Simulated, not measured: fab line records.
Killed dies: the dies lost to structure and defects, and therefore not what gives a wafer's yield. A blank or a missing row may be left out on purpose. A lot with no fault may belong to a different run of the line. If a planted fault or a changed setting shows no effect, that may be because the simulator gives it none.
Chamber matching | flow sfqLine | SFQ_TRILAYER_I2_CMP_CMP_064 on cmp-02: 4 sister chambers
The step polishes SiO2. 14 wafers are shown with their chamber, then 6 later ones without.

## WAFERS, EACH WITH ITS CHAMBER
wafer  | chamber | motorCurrentA (A) | timeToEndpointS (s) | platenRpm (rpm)
L737.2 | 2       | 9.3               | 214                 | 60.01
L737.4 | 1       | 8.7               | 222                 | 60.03
L737.6 | 3       | 9.6               | 216                 | 60.00
L738.4 | 1       | 9.0               | 226                 | 59.99
L738.3 | 3       | 10.0              | 213                 | 60.01
L738.5 | 2       | 9.7               | 232                 | 60.01
L745.2 | 0       | 10.1              | 212                 | 60.07
L747.3 | 1       | 8.6               | 234                 | 60.05
L750.1 | 0       | 11.1              | 212                 | 59.95
L750.3 | 3       | 10.0              | 216                 | 60.04
L750.4 | 2       | 10.0              | 224                 | 59.96
L753.2 | 0       | 10.4              | 211                 | 59.95
L753.5 | 1       | 9.0               | 220                 | 60.00
L753.6 | 2       | 9.4               | 222                 | 59.99

SIGNATURES (averages over the wafers above)
reading         | chamber 0 | chamber 1 | chamber 2 | chamber 3 | scatter within a chamber
motorCurrentA   | 10.533    | 8.825     | 9.600     | 9.867     | 0.326
timeToEndpointS | 211.67    | 225.50    | 223.00    | 215.00    | 5.34
platenRpm       | 59.9900   | 60.0175   | 59.9925   | 60.0167   | 0.038
Rule: distance of a wafer from a chamber = root of the sum over the readings of ((wafer's reading minus chamber's mean) / reading's scatter) squared. If the next closest chamber is less than 2 further off than the closest, the wafer can't be placed; otherwise it belongs to the closest. The scatter is the square root of a quotient: the sum, over the shown wafers, of each reading's squared deviation from its chamber's mean, divided by wafers minus chambers.

## WAFERS WITHOUT THEIR CHAMBER
wafer  | motorCurrentA (A) | timeToEndpointS (s) | platenRpm (rpm)
L755.1 | 9.9               | 221                 | 60.02
L755.3 | 10.3              | 216                 | 60.04
L755.5 | 9.2               | 221                 | 59.96
L758.2 | 9.5               | 212                 | 60.03
L758.1 | 8.5               | 209                 | 60.00
L758.3 | 10.9              | 209                 | 60.03

## WHICH CHAMBER EACH WENT THROUGH
wafer  | from the rows above          | in truth
L755.1 | can't be placed: 3 or 2 or 0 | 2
L755.3 | can't be placed: 3 or 0 or 2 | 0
L755.5 | can't be placed: 2 or 1 or 3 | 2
L758.2 | can't be placed: 3 or 2 or 1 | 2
L758.1 | can't be placed: 1 or 2 or 3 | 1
L758.3 | can't be placed: 0 or 3      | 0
Placed correctly: 0 of 6. These rows do not allow placing 6 (true chamber among the candidates in 6). Number placed wrongly: 0.
